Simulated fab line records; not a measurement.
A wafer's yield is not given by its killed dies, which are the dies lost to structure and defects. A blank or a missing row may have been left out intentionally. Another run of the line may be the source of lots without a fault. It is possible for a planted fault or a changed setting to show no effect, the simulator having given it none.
Which tool did it? / flow sky130 / 12 lots with 36 wafers sampled at 5 steps, on a route of 708 steps

## WHAT EACH GAUGE READ, for each wafer
No reading from a measuring or inspecting step in the record can be judged against a usual standard deviation.

## EACH LOT AND THE TOOL THAT RAN IT (in order: tool; ch and the chambers of the sampled wafers; start)
lot=L448; SKY_VT_ADJUST_LVTN_STRIP_20=plasmaAsher-04 ch 0,1, day 7 16:18; SKY_CAP2M_SPUTTER_02=pvdSputter-04, day 39 11:46; SKY_CAP2M_METAL_ETCH_13=rieMetal-01 ch 0,1, day 40 11:21; SKY_METAL4_DESCUM_15=rieMetal-01 ch 0,1, day 41 12:07; SKY_PAD_OPEN_PROBE_99=-
lot=L450; SKY_VT_ADJUST_LVTN_STRIP_20=plasmaAsher-04 ch 0,1, day 8 02:32; SKY_CAP2M_SPUTTER_02=pvdSputter-03, day 40 02:12; SKY_CAP2M_METAL_ETCH_13=rieMetal-04 ch 1, day 41 02:15; SKY_METAL4_DESCUM_15=rieMetal-02 ch 1, day 42 02:53; SKY_PAD_OPEN_PROBE_99=-
lot=L453; SKY_VT_ADJUST_LVTN_STRIP_20=plasmaAsher-04 ch 0,1, day 8 21:48; SKY_CAP2M_SPUTTER_02=pvdSputter-03, day 41 02:01; SKY_CAP2M_METAL_ETCH_13=rieMetal-04 ch 1, day 42 01:45; SKY_METAL4_DESCUM_15=rieMetal-02 ch 0,1, day 43 01:43; SKY_PAD_OPEN_PROBE_99=-
lot=L454; SKY_VT_ADJUST_LVTN_STRIP_20=plasmaAsher-02 ch 0,1, day 9 06:06; SKY_CAP2M_SPUTTER_02=pvdSputter-03, day 41 09:23; SKY_CAP2M_METAL_ETCH_13=rieMetal-02 ch 1, day 42 08:45; SKY_METAL4_DESCUM_15=rieMetal-03 ch 0,1, day 43 09:04; SKY_PAD_OPEN_PROBE_99=-
lot=L455; SKY_VT_ADJUST_LVTN_STRIP_20=plasmaAsher-04 ch 0,1, day 9 14:15; SKY_CAP2M_SPUTTER_02=pvdSputter-02, day 41 20:46; SKY_CAP2M_METAL_ETCH_13=rieMetal-02 ch 0,1, day 42 20:14; SKY_METAL4_DESCUM_15=rieMetal-02 ch 0,1, day 43 20:01; SKY_PAD_OPEN_PROBE_99=-
lot=L456; SKY_VT_ADJUST_LVTN_STRIP_20=plasmaAsher-02 ch 0,1, day 10 13:51; SKY_CAP2M_SPUTTER_02=pvdSputter-03, day 42 14:46; SKY_CAP2M_METAL_ETCH_13=rieMetal-02 ch 0,1, day 43 13:21; SKY_METAL4_DESCUM_15=rieMetal-02 ch 0, day 44 12:28; SKY_PAD_OPEN_PROBE_99=-
lot=L457; SKY_VT_ADJUST_LVTN_STRIP_20=plasmaAsher-03 ch 0,1, day 10 17:18; SKY_CAP2M_SPUTTER_02=pvdSputter-04, day 43 06:24; SKY_CAP2M_METAL_ETCH_13=rieMetal-02 ch 1, day 44 04:11; SKY_METAL4_DESCUM_15=rieMetal-02 ch 0, day 45 03:19; SKY_PAD_OPEN_PROBE_99=-
lot=L460; SKY_VT_ADJUST_LVTN_STRIP_20=plasmaAsher-03 ch 0,1, day 11 04:45; SKY_CAP2M_SPUTTER_02=pvdSputter-02, day 43 13:59; SKY_CAP2M_METAL_ETCH_13=rieMetal-04 ch 1, day 44 12:38; SKY_METAL4_DESCUM_15=rieMetal-03 ch 1, day 45 10:47; SKY_PAD_OPEN_PROBE_99=prober-01, day 48 23:44
lot=L468; SKY_VT_ADJUST_LVTN_STRIP_20=plasmaAsher-03 ch 0,1, day 13 07:38; SKY_CAP2M_SPUTTER_02=pvdSputter-04, day 45 05:28; SKY_CAP2M_METAL_ETCH_13=rieMetal-02 ch 0,1, day 46 02:10; SKY_METAL4_DESCUM_15=rieMetal-02 ch 0,1, day 46 23:13; SKY_PAD_OPEN_PROBE_99=prober-01, day 50 06:55
lot=L469; SKY_VT_ADJUST_LVTN_STRIP_20=plasmaAsher-03 ch 1, day 13 14:42; SKY_CAP2M_SPUTTER_02=pvdSputter-02, day 45 12:16; SKY_CAP2M_METAL_ETCH_13=rieMetal-02 ch 0,1, day 46 08:27; SKY_METAL4_DESCUM_15=rieMetal-01 ch 0, day 47 04:52; SKY_PAD_OPEN_PROBE_99=prober-02, day 50 11:38
lot=L470; SKY_VT_ADJUST_LVTN_STRIP_20=plasmaAsher-04 ch 0, day 13 22:30; SKY_CAP2M_SPUTTER_02=pvdSputter-02, day 45 20:05; SKY_CAP2M_METAL_ETCH_13=rieMetal-04 ch 1, day 46 16:18; SKY_METAL4_DESCUM_15=rieMetal-01 ch 0,1, day 47 13:19; SKY_PAD_OPEN_PROBE_99=-
lot=L471; SKY_VT_ADJUST_LVTN_STRIP_20=plasmaAsher-02 ch 0,1, day 14 06:48; SKY_CAP2M_SPUTTER_02=pvdSputter-03, day 46 01:55; SKY_CAP2M_METAL_ETCH_13=rieMetal-04 ch 1, day 46 22:33; SKY_METAL4_DESCUM_15=rieMetal-01 ch 0,1, day 47 19:22; SKY_PAD_OPEN_PROBE_99=-
- SKY_VT_ADJUST_LVTN_STRIP_20: strips in O2/N2.
- SKY_CAP2M_SPUTTER_02: material TiN, target thk 200 nm, time 166.7 s.
- SKY_CAP2M_METAL_ETCH_13: etches TiN in Cl2/BCl3, stops on SiO2, target depth 220 nm, time 62.9 s.
- SKY_METAL4_DESCUM_15: chemistry O2, time 8 s.
- SKY_PAD_OPEN_PROBE_99

## AS READ BY THE TOOLS THEMSELVES (means over the sampled wafers that have a number; for cases with no such wafer, the mark the record gives instead)
SKY_VT_ADJUST_LVTN_STRIP_20. Usual: drypumpMotorCurrentA 5.4 A, standard deviation 0.43; n2FlowSccm 300.1 sccm, standard deviation 0.89; oesProductAu 0.715 a.u., standard deviation 0.0044; stripTimeToEndpointS 14.18 s, standard deviation 0.038.
lot=L448; tool=plasmaAsher-04; drypumpMotorCurrentA (A)=5.0; n2FlowSccm (sccm)=299.9; oesProductAu (a.u.)=0.713; stripTimeToEndpointS (s)=14.10; flag=
lot=L450; tool=plasmaAsher-04; drypumpMotorCurrentA (A)=4.9; n2FlowSccm (sccm)=300.1; oesProductAu (a.u.)=0.719; stripTimeToEndpointS (s)=14.18; flag=
lot=L453; tool=plasmaAsher-04; drypumpMotorCurrentA (A)=4.9; n2FlowSccm (sccm)=301.0; oesProductAu (a.u.)=0.714; stripTimeToEndpointS (s)=14.13; flag=
lot=L454; tool=plasmaAsher-02; drypumpMotorCurrentA (A)=5.6; n2FlowSccm (sccm)=299.1; oesProductAu (a.u.)=0.715; stripTimeToEndpointS (s)=14.15; flag=
lot=L455; tool=plasmaAsher-04; drypumpMotorCurrentA (A)=4.9; n2FlowSccm (sccm)=299.2; oesProductAu (a.u.)=0.715; stripTimeToEndpointS (s)=14.18; flag=
lot=L456; tool=plasmaAsher-02; drypumpMotorCurrentA (A)=5.6; n2FlowSccm (sccm)=300.9; oesProductAu (a.u.)=0.722; stripTimeToEndpointS (s)=14.19; flag=
lot=L457; tool=plasmaAsher-03; drypumpMotorCurrentA (A)=5.7; n2FlowSccm (sccm)=300.1; oesProductAu (a.u.)=0.715; stripTimeToEndpointS (s)=14.24; flag=
lot=L460; tool=plasmaAsher-03; drypumpMotorCurrentA (A)=5.9; n2FlowSccm (sccm)=300.2; oesProductAu (a.u.)=0.715; stripTimeToEndpointS (s)=14.19; flag=
lot=L468; tool=plasmaAsher-03; drypumpMotorCurrentA (A)=5.9; n2FlowSccm (sccm)=300.2; oesProductAu (a.u.)=0.714; stripTimeToEndpointS (s)=14.22; flag=
lot=L469; tool=plasmaAsher-03; drypumpMotorCurrentA (A)=5.5; n2FlowSccm (sccm)=299.9; oesProductAu (a.u.)=0.720; stripTimeToEndpointS (s)=14.22; flag=
lot=L470; tool=plasmaAsher-04; drypumpMotorCurrentA (A)=5.2; n2FlowSccm (sccm)=300.8; oesProductAu (a.u.)=0.717; stripTimeToEndpointS (s)=14.23; flag=
lot=L471; tool=plasmaAsher-02; drypumpMotorCurrentA (A)=5.5; n2FlowSccm (sccm)=300.1; oesProductAu (a.u.)=0.713; stripTimeToEndpointS (s)=14.16; flag=

SKY_CAP2M_SPUTTER_02. Usual: throttleValvePct at 30.2 %, with a standard deviation of 0.91.
lot=L448; tool=pvdSputter-04; throttleValvePct (%)=30.2; flag=
lot=L450; tool=pvdSputter-03; throttleValvePct (%)=29.7; flag=
lot=L453; tool=pvdSputter-03; throttleValvePct (%)=30.4; flag=
lot=L454; tool=pvdSputter-03; throttleValvePct (%)=30.2; flag=
lot=L455; tool=pvdSputter-02; throttleValvePct (%)=30.6; flag=
lot=L456; tool=pvdSputter-03; throttleValvePct (%)=30.8; flag=
lot=L457; tool=pvdSputter-04; throttleValvePct (%)=30.4; flag=
lot=L460; tool=pvdSputter-02; throttleValvePct (%)=30.5; flag=
lot=L468; tool=pvdSputter-04; throttleValvePct (%)=29.7; flag=
lot=L469; tool=pvdSputter-02; throttleValvePct (%)=30.2; flag=
lot=L470; tool=pvdSputter-02; throttleValvePct (%)=30.7; flag=
lot=L471; tool=pvdSputter-03; throttleValvePct (%)=31.0; flag=

SKY_CAP2M_METAL_ETCH_13. Usual: drypumpMotorCurrentA 5.7 A, standard deviation 0.55; oesProductAu 0.939 a.u., standard deviation 0.0082; throttleValvePct 21.903 %, standard deviation 0.01.
lot=L448; tool=rieMetal-01; drypumpMotorCurrentA (A)=5.4; oesProductAu (a.u.)=0.940; throttleValvePct (%)=21.896; flag=
lot=L450; tool=rieMetal-04; drypumpMotorCurrentA (A)=5.1; oesProductAu (a.u.)=0.933; throttleValvePct (%)=21.911; flag=
lot=L453; tool=rieMetal-04; drypumpMotorCurrentA (A)=5.1; oesProductAu (a.u.)=0.949; throttleValvePct (%)=21.888; flag=
lot=L454; tool=rieMetal-02; drypumpMotorCurrentA (A)=6.0; oesProductAu (a.u.)=0.932; throttleValvePct (%)=21.905; flag=
lot=L455; tool=rieMetal-02; drypumpMotorCurrentA (A)=6.2; oesProductAu (a.u.)=0.933; throttleValvePct (%)=21.903; flag=
lot=L456; tool=rieMetal-02; drypumpMotorCurrentA (A)=6.2; oesProductAu (a.u.)=0.936; throttleValvePct (%)=21.913; flag=
lot=L457; tool=rieMetal-02; drypumpMotorCurrentA (A)=6.0; oesProductAu (a.u.)=0.951; throttleValvePct (%)=21.898; flag=
lot=L460; tool=rieMetal-04; drypumpMotorCurrentA (A)=5.1; oesProductAu (a.u.)=0.947; throttleValvePct (%)=21.894; flag=
lot=L468; tool=rieMetal-02; drypumpMotorCurrentA (A)=6.2; oesProductAu (a.u.)=0.937; throttleValvePct (%)=21.898; flag=
lot=L469; tool=rieMetal-02; drypumpMotorCurrentA (A)=6.2; oesProductAu (a.u.)=0.938; throttleValvePct (%)=21.902; flag=
lot=L470; tool=rieMetal-04; drypumpMotorCurrentA (A)=5.1; oesProductAu (a.u.)=0.940; throttleValvePct (%)=21.905; flag=
lot=L471; tool=rieMetal-04; drypumpMotorCurrentA (A)=5.1; oesProductAu (a.u.)=0.924; throttleValvePct (%)=21.902; flag=

SKY_METAL4_DESCUM_15. Usual: drypumpMotorCurrentA 5.9 A, standard deviation 0.47; oesProductAu 1.006 a.u., standard deviation 0.011.
lot=L448; tool=rieMetal-01; drypumpMotorCurrentA (A)=5.7; oesProductAu (a.u.)=1.000; flag=
lot=L450; tool=rieMetal-02; drypumpMotorCurrentA (A)=6.0; oesProductAu (a.u.)=1.001; flag=
lot=L453; tool=rieMetal-02; drypumpMotorCurrentA (A)=6.4; oesProductAu (a.u.)=1.007; flag=
lot=L454; tool=rieMetal-03; drypumpMotorCurrentA (A)=5.4; oesProductAu (a.u.)=1.008; flag=
lot=L455; tool=rieMetal-02; drypumpMotorCurrentA (A)=6.2; oesProductAu (a.u.)=1.006; flag=
lot=L456; tool=rieMetal-02; drypumpMotorCurrentA (A)=6.5; oesProductAu (a.u.)=0.992; flag=
lot=L457; tool=rieMetal-02; drypumpMotorCurrentA (A)=6.6; oesProductAu (a.u.)=0.992; flag=
lot=L460; tool=rieMetal-03; drypumpMotorCurrentA (A)=5.6; oesProductAu (a.u.)=1.022; flag=
lot=L468; tool=rieMetal-02; drypumpMotorCurrentA (A)=6.4; oesProductAu (a.u.)=0.998; flag=
lot=L469; tool=rieMetal-01; drypumpMotorCurrentA (A)=5.1; oesProductAu (a.u.)=1.006; flag=
lot=L470; tool=rieMetal-01; drypumpMotorCurrentA (A)=5.4; oesProductAu (a.u.)=1.007; flag=
lot=L471; tool=rieMetal-01; drypumpMotorCurrentA (A)=5.4; oesProductAu (a.u.)=1.002; flag=

SKY_PAD_OPEN_PROBE_99. Usual: killed_at_M0_to_M3 42, standard deviation 6.6; killed_at_M4_up 3.0, standard deviation 1.8; killedAtContacts 25, standard deviation 5.1; killedAtFrontEnd 15, standard deviation 4.4; killedAtOther 0.3, standard deviation 0.56; killedDies 86, standard deviation 8.6; killedOnRim 17, standard deviation 3.9; killedOpen 47, standard deviation 6.9; killedShort 38, standard deviation 6.
lot=L460 tool=prober-01 killed_at_M0_to_M3=44 killed_at_M4_up=2.3 killedAtContacts=30 killedAtFrontEnd=19 killedAtOther=0.3 killedDies=96 killedOnRim=17 killedOpen=47 killedShort=49 flag=
lot=L468 tool=prober-01 killed_at_M0_to_M3=38 killed_at_M4_up=3.0 killedAtContacts=22 killedAtFrontEnd=47 killedAtOther=0.7 killedDies=111 killedOnRim=19 killedOpen=43 killedShort=34 flag=OFF
lot=L469 tool=prober-02 killed_at_M0_to_M3=42 killed_at_M4_up=1.3 killedAtContacts=25 killedAtFrontEnd=64 killedAtOther=0.3 killedDies=132 killedOnRim=19 killedOpen=45 killedShort=37 flag=OFF

## THE ANSWER, worked out from the rows above alone
Rule: a lot counts as off when the mean over its wafers that have a number is more than 3 standard deviations away from the usual mean. A lot without any number at a reading at which 4 lots or more have one is off too. Any other lot the step has rows for is counted as sound. After the gauges, taken in route order, come the tools' own readings; for these a lot's mean is taken, as printed above. The first step at which some lot is off is used, and at that step the reading that is off furthest; a lot without a number counts as furthest.
Off, at SKY_PAD_OPEN_PROBE_99 on killedAtFrontEnd: L468, L469. Neither off nor sound, because the step has no rows for them: L448, L450, L453, L454, L455, L456, L457, L470, L471.
If a tool, at that step or one of the process steps before it, ran each lot that is off and ran no sound lot following the first of them, it fits. This does not decide it: 2 tools fit, namely plasmaAsher-03 at SKY_VT_ADJUST_LVTN_STRIP_20 and rieMetal-02 at SKY_CAP2M_METAL_ETCH_13.

## WHAT THE SIMULATOR HAD INSERTED
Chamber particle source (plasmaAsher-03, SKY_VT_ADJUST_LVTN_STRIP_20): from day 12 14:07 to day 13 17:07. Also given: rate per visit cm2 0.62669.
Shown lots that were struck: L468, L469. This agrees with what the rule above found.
